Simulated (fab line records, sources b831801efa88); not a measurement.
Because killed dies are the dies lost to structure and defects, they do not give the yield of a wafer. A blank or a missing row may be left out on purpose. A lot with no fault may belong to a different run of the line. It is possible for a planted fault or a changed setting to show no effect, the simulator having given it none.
Code-filled problem report in 8D (eight disciplines) form + flow sky130 + the parts of the form that need people (team, actions taken, sign-off) are left out

1. WHAT WENT WRONG
Mean NWELL_TW at SKY_NWELL_TW_MEAS_15: 2069 over 9 wafers in 3 lots; fault-free wafers: 1822, standard deviation 18. Relative to the usual mean, that is a shift of +14 standard deviations.
Seen first at day 6 14:23 on film_metro-01, wafer L498.2. The record has a number at this step for 33 wafers belonging to 11 lots. The rule behind "out" and "out of limits": a value lying over 4 standard deviations away from the usual mean. Any other wafer with a number is counted as sound.

2. WHAT IT IS; WHAT IT IS NOT
| question                    | is                           | is not                                                                                            |
|-----------------------------|------------------------------|---------------------------------------------------------------------------------------------------|
| which readings at this step | NWELL_TW                     | -                                                                                                 |
| which lots                  | L498, L499, L500             | L490, L495, L501, L503, L506, L510, L511, L513                                                    |
| which wafers of those lots  | all that have a number       | -                                                                                                 |
| read on which gauges        | film_metro-01, film_metro-04 | film_metro-03                                                                                     |
| when                        | from day 6 14:23             | up to then (6 sound wafers); but 18 sound wafers of L501, L503, L506, L510, L511, L513 came after |

3. SUSPECTS, AND WHAT RULES EACH OUT
Counting: a tool stays on the suspect list if, at a process step up to the reading, it processed all lots that are out and no sound lot following the first of them.
- the gauge at SKY_NWELL_TW_MEAS_15 is ruled out. The wafers that are out were read on 2 gauges (film_metro-01, film_metro-04).
- implanter-02 at SKY_NWELL_IMPLANT_11: ruled out as a lasting fault. The sound lots L511 went through it after L498, its earliest lot that is out (day 6 13:51).
Left after counting: nothing in the record.

4. THE CAUSE (what the simulator had put in)
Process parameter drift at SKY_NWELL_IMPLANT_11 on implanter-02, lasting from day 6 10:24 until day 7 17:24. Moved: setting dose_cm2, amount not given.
Counting ruled it out, wrongly: the rule takes a fault to strike every lot that its tool runs from its start on, and this one did not.

5. THE CHAIN OF EFFECTS, in route order
Each row: a reading where the mean over the struck wafers with a number is more than 3 standard deviations away from the usual. Only readings whose record carries a usual standard deviation are examined. hours: median over the lots of the time between each lot's start at the first step of this table that gives one and its start at this step. sigmas: the change, counted in usual standard deviations.
| hours | step                 | reading            | usual        | on struck wafers | change      | sigmas      |
|-------|----------------------|--------------------|--------------|------------------|-------------|-------------|
| 0     | SKY_NWELL_IMPLANT_11 | dose_ions_cm2      | 1.8994e+13   | 2.8039e+13       | +9.0446e+12 | +99 or more |
| 0     | SKY_NWELL_IMPLANT_11 | faraday_current_uA | 107.2        | 156.8            | +49.6       | +26         |
| 1     | SKY_NWELL_TW_MEAS_15 | NWELL_TW           | 1822         | 2069             | +247        | +14         |
| 21    | SKY_NWELL_RS_MEAS_29 | NWELL_RS           | 624.8 ohm/sq | 506.4            | -118.4      | -79         |
Process steps it contains:
- SKY_NWELL_IMPLANT_11

6. WHAT WOULD HAVE CAUGHT IT SOONER
4 hours passed between the start of the fault at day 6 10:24 and the first reading out of limits at a measuring or inspecting step in this record, taken at day 6 14:23.
Tool's own readings at SKY_NWELL_IMPLANT_11, dose_ions_cm2, faraday_current_uA: out on all struck wafers the step has rows for; an alarm limit on them would have tripped on the first.
